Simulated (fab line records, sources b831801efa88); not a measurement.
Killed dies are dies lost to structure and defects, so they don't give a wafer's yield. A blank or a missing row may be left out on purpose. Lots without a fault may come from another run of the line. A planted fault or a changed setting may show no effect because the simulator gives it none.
Which tool did it? | flow sky130 | 24 lots, 72 wafers sampled, at 6 steps of a route of 708

WHAT THE GAUGES READ, wafer by wafer
SKY_LDD_HVN_OVL_MEAS_07. Usual: LDD_HVN_OVL 0.4 nm, standard deviation 1.6.
lot  | measured     | on         | LDD_HVN_OVL (nm) | flag
L074 | day 20 01:55 | overlay-02 | 2.9 0.8 2.6      |
L075 | day 20 21:59 | overlay-02 | -0.1 1.2 -1.5    |
L076 | day 21 12:56 | overlay-02 | -1.5 0.9 0.6     |
L077 | day 21 18:20 | overlay-02 | -1.3 -2.7 -0.6   |
L078 | day 22 00:32 | overlay-02 | -1.2 -3.2 -2.1   |
L079 | day 22 08:10 | overlay-02 | 0.4 0.5 2.6      |
L080 | day 22 16:11 | overlay-02 | 1.1 2.2 4.0      |
L081 | day 23 02:05 | overlay-02 | 4.0 3.3 2.5      |
L082 | day 23 16:13 | overlay-02 | 1.4 0.1 1.4      |
L083 | day 24 02:47 | overlay-01 | 1.1 -1.7 -1.6    |
L085 | day 24 10:58 | overlay-02 | 1.9 0.0 -1.1     |
L084 | day 24 11:20 | overlay-01 | 3.9 3.3 3.4      |
L086 | day 24 23:10 | overlay-01 | -0.7 2.0 -0.1    |
L087 | day 25 06:11 | overlay-02 | 0.9 -0.5 -0.4    |
L088 | day 25 19:44 | overlay-02 | -2.9 -1.5 -0.4   |
L089 | day 26 11:30 | overlay-02 | 0.5 2.2 1.4      |
L091 | day 26 15:23 | overlay-02 | -1.2 -0.7 -0.9   |
L090 | day 26 17:53 | overlay-02 | -0.2 -0.2 -1.0   |
L092 | day 27 00:17 | overlay-01 | -0.5 -1.1 -1.3   |
L093 | day 27 09:20 | overlay-02 | -1.4 -1.8 0.2    |
L095 | day 27 11:53 | overlay-02 | -2.2 0.1 -1.3    |
L094 | day 27 16:44 | overlay-02 | 1.1 2.5 1.7      |
L096 | day 27 21:17 | overlay-02 | 2.1 2.4 1.0      |
L097 | day 28 14:22 | overlay-01 | 1.2 -0.1 -0.6    |

SKY_CAPM_OVL_MEAS_12. Usual: CAPM_OVL 1.8 nm, standard deviation 1.4.
lot  | measured     | on         | CAPM_OVL (nm) | flag
L074 | day 37 06:37 | overlay-02 | 1.7 2.7 1.5   |
L075 | day 38 01:44 | overlay-02 | 2.8 2.6 1.7   |
L076 | day 38 12:38 | overlay-02 | 3.1 5.0 3.7   |
L077 | day 38 16:10 | overlay-02 | 1.4 1.4 2.4   |
L078 | day 38 20:56 | overlay-01 | 1.9 1.2 2.6   |
L079 | day 39 05:01 | overlay-01 | -0.2 1.1 1.0  |
L080 | day 39 09:20 | overlay-01 | 2.0 2.8 1.6   |
L081 | day 39 21:16 | overlay-02 | -0.2 2.6 0.1  |
L082 | day 40 09:01 | overlay-02 | 1.8 0.6 1.4   |
L083 | day 40 14:41 | overlay-02 | 1.2 1.3 3.9   |
L085 | day 40 20:26 | overlay-01 | 0.0 -0.1 -0.4 |
L084 | day 40 21:38 | overlay-01 | 3.5 5.0 3.3   |
L086 | day 41 06:52 | overlay-01 | 3.0 1.2 3.4   |
L087 | day 41 11:59 | overlay-02 | 3.0 1.8 1.6   |
L088 | day 41 22:25 | overlay-02 | 0.7 2.2 1.8   |
L089 | day 42 11:27 | overlay-01 | 1.8 1.7 2.4   |
L091 | day 42 13:35 | overlay-02 | 2.4 -1.0 0.7  |
L090 | day 42 19:43 | overlay-02 | 2.6 4.9 4.3   |
L092 | day 42 20:29 | overlay-01 | 2.3 1.2 1.7   |
L093 | day 43 07:25 | overlay-01 | 1.4 1.2 0.6   |
L095 | day 43 09:02 | overlay-02 | 2.2 0.8 -0.1  |
L094 | day 43 09:37 | overlay-01 | 1.4 0.6 0.5   |
L096 | day 43 12:08 | overlay-02 | 0.1 -0.1 1.5  |
L097 | day 44 05:07 | overlay-01 | 0.7 0.8 2.3   |

SKY_METAL3_CD_MEAS_13: target cd 300 nm. Usual: cd_nm 299.8 nm, standard deviation 1.5.
lot  | measured     | on        | cd_nm (nm)        | flag
L074 | day 38 09:18 | cd_sem-02 | 302.3 300.4 302.7 |
L075 | day 39 03:28 | cd_sem-02 | 299.0 298.6 299.2 |
L076 | day 39 13:56 | cd_sem-02 | 301.2 301.1 301.6 |
L077 | day 39 18:01 | cd_sem-01 | 298.7 298.6 298.1 |
L078 | day 39 22:05 | cd_sem-02 | 299.6 300.0 298.7 |
L079 | day 40 06:32 | cd_sem-02 | 300.0 300.6 300.3 |
L080 | day 40 10:54 | cd_sem-02 | 299.9 299.1 299.6 |
L081 | day 40 21:43 | cd_sem-02 | 300.8 300.8 300.0 |
L082 | day 41 09:29 | cd_sem-01 | 300.0 301.1 302.3 |
L083 | day 41 15:18 | cd_sem-02 | 300.4 302.0 299.1 |
L085 | day 41 21:10 | cd_sem-01 | 300.3 300.2 300.9 |
L084 | day 41 22:19 | cd_sem-01 | 299.6 301.4 300.3 |
L086 | day 42 06:56 | cd_sem-02 | 297.7 298.2 299.5 |
L087 | day 42 12:13 | cd_sem-02 | 298.7 298.7 298.3 |
L088 | day 42 22:39 | cd_sem-02 | 299.3 299.6 298.1 |
L089 | day 43 10:59 | cd_sem-02 | 300.7 301.2 300.8 |
L091 | day 43 13:31 | cd_sem-02 | 299.0 299.4 299.6 |
L090 | day 43 19:40 | cd_sem-01 | 299.7 299.3 299.1 |
L092 | day 43 20:15 | cd_sem-02 | 298.6 299.8 300.0 |
L093 | day 44 06:46 | cd_sem-02 | 300.4 300.4 302.4 |
L095 | day 44 08:00 | cd_sem-01 | 296.5 296.9 297.1 |
L094 | day 44 08:38 | cd_sem-02 | 299.6 298.7 299.6 |
L096 | day 44 11:19 | cd_sem-01 | 302.5 302.3 301.3 |
L097 | day 45 04:15 | cd_sem-02 | 297.5 298.4 297.8 |

SKY_CAP2M_THK_MEAS_04: measures by xrf. Usual: CAP2M_TIN_THK 197.0 nm, standard deviation 2.7.
lot  | measured     | on            | CAP2M_TIN_THK (nm) | flag
L074 | day 39 13:41 | film_metro-02 | 195.2 198.3 196.3  |
L075 | day 40 07:52 | film_metro-04 | 196.4 194.8 196.0  |
L076 | day 40 17:46 | film_metro-04 | 193.5 191.4 194.7  |
L077 | day 40 21:49 | film_metro-02 | 194.0 196.4 193.9  |
L078 | day 41 02:15 | film_metro-02 | 194.1 197.1 196.4  |
L079 | day 41 10:04 | film_metro-04 | 199.5 197.6 199.1  |
L080 | day 41 14:00 | film_metro-04 | 194.1 193.9 196.8  |
L081 | day 42 01:29 | film_metro-02 | 193.3 195.6 195.3  |
L082 | day 42 12:58 | film_metro-04 | 202.1 196.0 202.7  |
L083 | day 42 18:31 | film_metro-02 | 198.6 203.1 198.4  |
L085 | day 43 00:35 | film_metro-02 | 197.9 200.5 198.1  |
L084 | day 43 01:26 | film_metro-02 | 198.7 199.1 200.2  |
L086 | day 43 11:02 | film_metro-02 | 200.3 196.5 194.3  |
L087 | day 43 15:04 | film_metro-01 | 197.1 198.4 200.9  |
L088 | day 44 01:18 | film_metro-02 | 194.0 198.1 193.0  |
L089 | day 44 14:50 | film_metro-04 | 192.0 194.6 198.4  |
L091 | day 44 16:13 | film_metro-01 | 201.4 201.8 200.3  |
L090 | day 44 21:13 | film_metro-04 | 202.4 199.7 196.7  |
L092 | day 44 22:03 | film_metro-04 | 197.7 197.7 195.4  |
L093 | day 45 08:05 | film_metro-02 | 196.2 201.1 197.1  |
L095 | day 45 09:19 | film_metro-02 | 196.2 195.4 193.9  |
L094 | day 45 10:23 | film_metro-01 | 199.2 201.2 198.5  |
L096 | day 45 12:14 | film_metro-04 | 199.3 193.3 195.1  |
L097 | day 46 05:07 | film_metro-02 | 199.1 194.9 194.5  |

WHICH TOOL RAN EACH LOT (tool, then ch and the chambers of the sampled wafers, then the start)
lot  | SKY_METAL1_SPUTTER_00        | SKY_METAL3_ETCH_16
L074 | pvd_sputter-03, day 31 11:38 | rie_metal-02 ch 0,1, day 38 09:28
L075 | pvd_sputter-01, day 32 08:43 | rie_metal-04 ch 0,1, day 39 03:39
L076 | pvd_sputter-03, day 32 19:42 | rie_metal-04 ch 0,1, day 39 14:07
L077 | pvd_sputter-03, day 33 01:17 | rie_metal-01 ch 0,1, day 39 18:13
L078 | pvd_sputter-03, day 33 04:57 | rie_metal-01 ch 1, day 39 22:16
L079 | pvd_sputter-03, day 33 14:04 | rie_metal-02 ch 0,1, day 40 06:43
L080 | pvd_sputter-04, day 33 19:39 | rie_metal-02 ch 0,1, day 40 11:05
L081 | pvd_sputter-01, day 34 07:03 | rie_metal-04 ch 0,1, day 40 21:54
L082 | pvd_sputter-03, day 34 18:15 | rie_metal-01 ch 0,1, day 41 09:39
L083 | pvd_sputter-04, day 35 00:03 | rie_metal-04 ch 0,1, day 41 15:29
L085 | pvd_sputter-04, day 35 08:11 | rie_metal-04 ch 0,1, day 41 21:21
L084 | pvd_sputter-03, day 35 10:15 | rie_metal-04 ch 0,1, day 41 22:30
L086 | pvd_sputter-04, day 35 20:03 | rie_metal-02 ch 0,1, day 42 07:07
L087 | pvd_sputter-03, day 36 00:41 | rie_metal-01 ch 0,1, day 42 12:25
L088 | pvd_sputter-03, day 36 12:58 | rie_metal-02 ch 0,1, day 42 22:49
L089 | pvd_sputter-01, day 37 02:21 | rie_metal-04 ch 0,1, day 43 11:08
L091 | pvd_sputter-03, day 37 05:28 | rie_metal-04 ch 0,1, day 43 13:41
L090 | pvd_sputter-03, day 37 11:00 | rie_metal-04 ch 0,1, day 43 19:52
L092 | pvd_sputter-03, day 37 12:57 | rie_metal-02 ch 0,1, day 43 20:25
L093 | pvd_sputter-03, day 38 00:30 | rie_metal-01 ch 0,1, day 44 06:58
L095 | pvd_sputter-04, day 38 00:51 | rie_metal-01 ch 0,1, day 44 08:10
L094 | pvd_sputter-04, day 38 02:17 | rie_metal-02 ch 0, day 44 08:52
L096 | pvd_sputter-03, day 38 06:01 | rie_metal-02 ch 0, day 44 11:34
L097 | pvd_sputter-01, day 38 23:23 | rie_metal-04 ch 0,1, day 45 04:25
- SKY_METAL1_SPUTTER_00: material Ti, target thk 15 nm, time 10 s.
- SKY_METAL3_ETCH_16: etches BARC in N2/H2, stops on SiO2, time 88.2 s, target depth 60 nm.

WHAT THE TOOLS THEMSELVES READ (means of the sampled wafers that have a number; where no wafer has one, the mark that the record gives instead)
SKY_METAL1_SPUTTER_00. Usual: cathode_dc_power_W 3000.0 W, standard deviation 0.52; throttle_valve_pct 30.4 %, standard deviation 1.2.
lot  | tool           | cathode_dc_power_W (W) | throttle_valve_pct (%) | flag
L074 | pvd_sputter-03 | 3000.4                 | 30.8                   |
L075 | pvd_sputter-01 | 2999.6                 | 30.2                   |
L076 | pvd_sputter-03 | 2999.8                 | 31.1                   |
L077 | pvd_sputter-03 | 2999.6                 | 29.8                   |
L078 | pvd_sputter-03 | 2999.9                 | 29.7                   |
L079 | pvd_sputter-03 | 2999.9                 | 30.8                   |
L080 | pvd_sputter-04 | 2999.8                 | 29.1                   |
L081 | pvd_sputter-01 | 2999.8                 | 30.7                   |
L082 | pvd_sputter-03 | 2999.6                 | 30.9                   |
L083 | pvd_sputter-04 | 3000.1                 | 28.8                   |
L085 | pvd_sputter-04 | 3000.1                 | 30.2                   |
L084 | pvd_sputter-03 | 3000.4                 | 30.7                   |
L086 | pvd_sputter-04 | 3000.4                 | 29.1                   |
L087 | pvd_sputter-03 | 2999.4                 | 30.8                   |
L088 | pvd_sputter-03 | 2999.5                 | 30.1                   |
L089 | pvd_sputter-01 | 3000.5                 | 30.9                   |
L091 | pvd_sputter-03 | 3000.4                 | 30.8                   |
L090 | pvd_sputter-03 | 3000.4                 | 30.2                   |
L092 | pvd_sputter-03 | 3000.5                 | 30.7                   |
L093 | pvd_sputter-03 | 2999.4                 | 30.0                   |
L095 | pvd_sputter-04 | 2999.8                 | 30.4                   |
L094 | pvd_sputter-04 | 3000.1                 | 29.4                   |
L096 | pvd_sputter-03 | 3000.1                 | 31.6                   |
L097 | pvd_sputter-01 | 3000.5                 | 30.3                   |

SKY_METAL3_ETCH_16. Usual: drypump_motor_current_A 5.8 A, standard deviation 0.44; oes_product_au 0.626 a.u., standard deviation 0.0046; rf_fwd_power_W 497.2 W, standard deviation 2; throttle_valve_pct 13.205 %, standard deviation 0.0086.
lot  | tool         | drypump_motor_current_A (A) | oes_product_au (a.u.) | rf_fwd_power_W (W) | throttle_valve_pct (%) | flag
L074 | rie_metal-02 | 6.2                         | 0.621                 | 498.9              | 13.217                 |
L075 | rie_metal-04 | 5.5                         | 0.629                 | 497.8              | 13.207                 |
L076 | rie_metal-04 | 5.5                         | 0.622                 | 495.6              | 13.208                 |
L077 | rie_metal-01 | 6.0                         | 0.625                 | 498.1              | 13.202                 |
L078 | rie_metal-01 | 5.4                         | 0.628                 | 495.9              | 13.197                 |
L079 | rie_metal-02 | 5.9                         | 0.625                 | 498.7              | 13.216                 |
L080 | rie_metal-02 | 6.2                         | 0.626                 | 498.7              | 13.201                 |
L081 | rie_metal-04 | 5.6                         | 0.622                 | 497.5              | 13.203                 |
L082 | rie_metal-01 | 6.0                         | 0.624                 | 496.2              | 13.204                 |
L083 | rie_metal-04 | 5.7                         | 0.628                 | 498.3              | 13.199                 |
L085 | rie_metal-04 | 5.5                         | 0.626                 | 496.5              | 13.204                 |
L084 | rie_metal-04 | 5.5                         | 0.621                 | 497.3              | 13.204                 |
L086 | rie_metal-02 | 5.9                         | 0.626                 | 499.4              | 13.193                 |
L087 | rie_metal-01 | 5.7                         | 0.626                 | 494.9              | 13.214                 |
L088 | rie_metal-02 | 5.9                         | 0.623                 | 496.8              | 13.203                 |
L089 | rie_metal-04 | 5.5                         | 0.627                 | 496.6              | 13.193                 |
L091 | rie_metal-04 | 5.5                         | 0.626                 | 495.7              | 13.198                 |
L090 | rie_metal-04 | 5.5                         | 0.625                 | 498.7              | 13.209                 |
L092 | rie_metal-02 | 6.2                         | 0.622                 | 497.6              | 13.205                 |
L093 | rie_metal-01 | 5.7                         | 0.622                 | 496.9              | 13.207                 |
L095 | rie_metal-01 | 5.7                         | 0.626                 | 493.9              | 13.217                 |
L094 | rie_metal-02 | 6.5                         | 0.628                 | 500.0              | 13.200                 |
L096 | rie_metal-02 | 6.5                         | 0.625                 | 500.1              | 13.212                 |
L097 | rie_metal-04 | 5.6                         | 0.623                 | 495.2              | 13.207                 |

THE ANSWER, worked out from the rows above alone
Rule: a lot is off if the mean of its wafers that have a number lies more than 3 standard deviations from the usual mean. A lot without any number at a reading at which 4 lots or more have one is off too. The other lots that the step has rows for count as sound. The gauges are gone through in route order, then the tools' own readings, and for those a lot's mean is taken as printed above. The first step at which some lot is off is used, and at that step the reading that is off furthest; a lot without a number counts as furthest.
No lot is off at any reading shown: from this, nothing can be told.

WHAT THE SIMULATOR HAD PUT IN
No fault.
